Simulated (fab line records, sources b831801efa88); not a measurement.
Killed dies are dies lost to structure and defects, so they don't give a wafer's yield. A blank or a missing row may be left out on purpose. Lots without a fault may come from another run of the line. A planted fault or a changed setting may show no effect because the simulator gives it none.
Which tool did it? | flow sfq_line | 15 lots, 45 wafers sampled, at 4 steps of a route of 325

WHAT THE GAUGES READ, wafer by wafer
SFQ_I7_OVL_MEAS_947. Usual: I7_OVL 1 nm, standard deviation 5.4.
lot  | measured     | on         | I7_OVL (nm) | flag
L640 | day 74 04:43 | overlay-01 | -2 1 -8     |
L641 | day 74 06:50 | overlay-01 | 2 13 17     |
L642 | day 74 12:50 | overlay-01 | -3 -7 -9    |
L643 | day 74 18:29 | overlay-01 | -1 8 0      |
L644 | day 77 09:30 | overlay-02 | -1 -3 -6    |
L646 | day 77 18:20 | overlay-02 | 5 3 1       |
L648 | day 80 00:32 | overlay-01 | 3 3 2       |
L649 | day 80 12:25 | overlay-01 | -3 4 -3     |
L651 | day 81 14:55 | overlay-02 | 12 6 2      |
L654 | day 85 09:56 | overlay-02 | -3 5 -2     |
L657 | day 85 18:28 | overlay-01 | -4 0 1      |
L658 | day 86 00:35 | overlay-01 | -2 -3 -3    |
L659 | day 86 02:59 | overlay-02 | -2 2 -2     |
L662 | day 86 09:10 | overlay-01 | 0 0 4       |
L663 | day 86 10:22 | overlay-01 | -3 -5 6     |

SFQ_M8_BOW_MEAS_951. Usual: M8_BOW 5 um, standard deviation 11.
lot  | measured     | on            | M8_BOW (um) | flag
L640 | day 79 04:17 | film_metro-02 | 25 29 19    |
L641 | day 79 07:59 | film_metro-02 | 3 -14 -3    |
L642 | day 79 13:54 | film_metro-02 | 1 8 7       |
L643 | day 79 22:29 | film_metro-02 | -6 4 -16    |
L644 | day 81 18:41 | film_metro-02 | 9 22 8      |
L646 | day 82 04:02 | film_metro-04 | -13 -16 -11 |
L648 | day 83 21:58 | film_metro-02 | 10 32 31    |
L649 | day 84 10:56 | film_metro-01 | 7 9 3       |
L651 | day 85 08:41 | film_metro-01 | 7 -3 15     |
L654 | day 85 16:01 | film_metro-04 | 19 3 1      |
L657 | day 85 23:21 | film_metro-02 | 3 8 11      |
L658 | day 86 05:30 | film_metro-01 | 14 8 11     |
L659 | day 86 07:54 | film_metro-04 | -1 13 -3    |
L662 | day 86 14:41 | film_metro-04 | 37 23 11    |
L663 | day 86 15:54 | film_metro-01 | -3 0 3      |

WHICH TOOL RAN EACH LOT (tool, then ch and the chambers of the sampled wafers, then the start)
lot  | SFQ_TRILAYER_I5_BARC_OPEN_VIA_ETCH_200 | SFQ_TRILAYER_M8_LITHO_DEVELOP_195
L640 | rie_diel-04 ch 0,1,2, day 57 20:47     | litho_track-02 ch 0, day 79 03:01
L641 | rie_diel-02 ch 1,3, day 58 11:11       | litho_track-02 ch 0, day 79 06:38
L642 | rie_diel-02 ch 1,2, day 58 15:59       | litho_track-02 ch 0, day 79 12:38
L643 | rie_diel-02 ch 1,2, day 58 19:35       | litho_track-04 ch 0, day 79 21:02
L644 | rie_diel-02 ch 0,1,3, day 65 11:48     | litho_track-03 ch 0, day 81 17:25
L646 | rie_diel-03 ch 0,2, day 66 09:24       | litho_track-03 ch 0, day 82 02:46
L648 | rie_diel-02 ch 0,2,3, day 68 19:00     | litho_track-04 ch 0, day 83 20:41
L649 | rie_diel-03 ch 0,1,3, day 69 10:36     | litho_track-02 ch 0, day 84 09:40
L651 | rie_diel-02 ch 1,2, day 71 06:54       | litho_track-03 ch 0, day 85 07:23
L654 | rie_diel-04 ch 0,1, day 71 10:30       | litho_track-02 ch 0, day 85 14:44
L657 | rie_diel-02 ch 1,2,3, day 71 18:50     | litho_track-02, day 85 22:05
L658 | rie_diel-02 ch 0,1,3, day 76 23:46     | litho_track-02, day 86 04:13
L659 | rie_diel-04 ch 1,2, day 77 04:34       | litho_track-04, day 86 06:37
L662 | rie_diel-02 ch 1,2,3, day 77 16:34     | litho_track-02 ch 0, day 86 13:25
L663 | rie_diel-04 ch 0,2,3, day 77 17:46     | litho_track-04 ch 0, day 86 14:38
- SFQ_TRILAYER_I5_BARC_OPEN_VIA_ETCH_200: etches BARC in O2, target depth 125 nm, time 41.7 s.
- SFQ_TRILAYER_M8_LITHO_DEVELOP_195: img clear 15 s, time 55 s.

WHAT THE TOOLS THEMSELVES READ (means of the sampled wafers that have a number; where no wafer has one, the mark that the record gives instead)
SFQ_TRILAYER_I5_BARC_OPEN_VIA_ETCH_200. Usual: drypump_motor_current_A 5.8 A, standard deviation 0.45; oes_product_au 0.685 a.u., standard deviation 0.0048; rf_fwd_power_W 495.5 W, standard deviation 2.1.
lot  | tool        | drypump_motor_current_A (A) | oes_product_au (a.u.) | rf_fwd_power_W (W) | flag
L640 | rie_diel-04 | 5.9                         | 0.690                 | 495.1              |
L641 | rie_diel-02 | 5.9                         | 0.686                 | 495.5              |
L642 | rie_diel-02 | 5.5                         | 0.684                 | 497.9              |
L643 | rie_diel-02 | 5.5                         | 0.690                 | 495.9              |
L644 | rie_diel-02 | 6.0                         | 0.688                 | 494.7              |
L646 | rie_diel-03 | 6.0                         | 0.689                 | 496.0              |
L648 | rie_diel-02 | 5.5                         | 0.684                 | 493.5              |
L649 | rie_diel-03 | 6.2                         | 0.678                 | 494.3              |
L651 | rie_diel-02 | 5.5                         | 0.685                 | 494.9              |
L654 | rie_diel-04 | 5.9                         | 0.688                 | 495.2              |
L657 | rie_diel-02 | 5.7                         | 0.682                 | 496.1              |
L658 | rie_diel-02 | 6.0                         | 0.683                 | 497.7              |
L659 | rie_diel-04 | 5.7                         | 0.684                 | 495.0              |
L662 | rie_diel-02 | 5.7                         | 0.681                 | 496.5              |
L663 | rie_diel-04 | 6.0                         | 0.683                 | 497.4              |

SFQ_TRILAYER_M8_LITHO_DEVELOP_195. Usual: chill_plate_temp_C 22.99 C, standard deviation 0.1; exhaust_pa 45.1 Pa, standard deviation 0.78.
lot  | tool           | chill_plate_temp_C (C) | exhaust_pa (Pa) | flag
L640 | litho_track-02 | 23.00                  | 45.3            |
L641 | litho_track-02 | 22.95                  | 44.8            |
L642 | litho_track-02 | 22.97                  | 44.4            |
L643 | litho_track-04 | 22.97                  | 45.9            |
L644 | litho_track-03 | 22.93                  | 46.0            |
L646 | litho_track-03 | 22.91                  | 45.9            |
L648 | litho_track-04 | 23.01                  | 44.1            |
L649 | litho_track-02 | 22.93                  | 44.6            |
L651 | litho_track-03 | 22.92                  | 45.6            |
L654 | litho_track-02 | 23.01                  | 44.0            |
L657 | litho_track-02 | -                      | -               | OFF
L658 | litho_track-02 | -                      | -               | OFF
L659 | litho_track-04 | -                      | -               | OFF
L662 | litho_track-02 | 22.96                  | 45.3            |
L663 | litho_track-04 | 22.99                  | 44.8            |

THE ANSWER, worked out from the rows above alone
Rule: a lot is off if the mean of its wafers that have a number lies more than 3 standard deviations from the usual mean. A lot without any number at a reading at which 4 lots or more have one is off too. The other lots that the step has rows for count as sound. The gauges are gone through in route order, then the tools' own readings, and for those a lot's mean is taken as printed above. The first step at which some lot is off is used, and at that step the reading that is off furthest; a lot without a number counts as furthest.
Off: L657, L658, L659, at SFQ_TRILAYER_M8_LITHO_DEVELOP_195 (chill_plate_temp_C). Without a number there: L657, L658, L659.
A tool fits if, at that step or a process step before it, it ran every lot that is off, and no sound lot after the first of them. None of those tried fits.

WHAT THE SIMULATOR HAD PUT IN
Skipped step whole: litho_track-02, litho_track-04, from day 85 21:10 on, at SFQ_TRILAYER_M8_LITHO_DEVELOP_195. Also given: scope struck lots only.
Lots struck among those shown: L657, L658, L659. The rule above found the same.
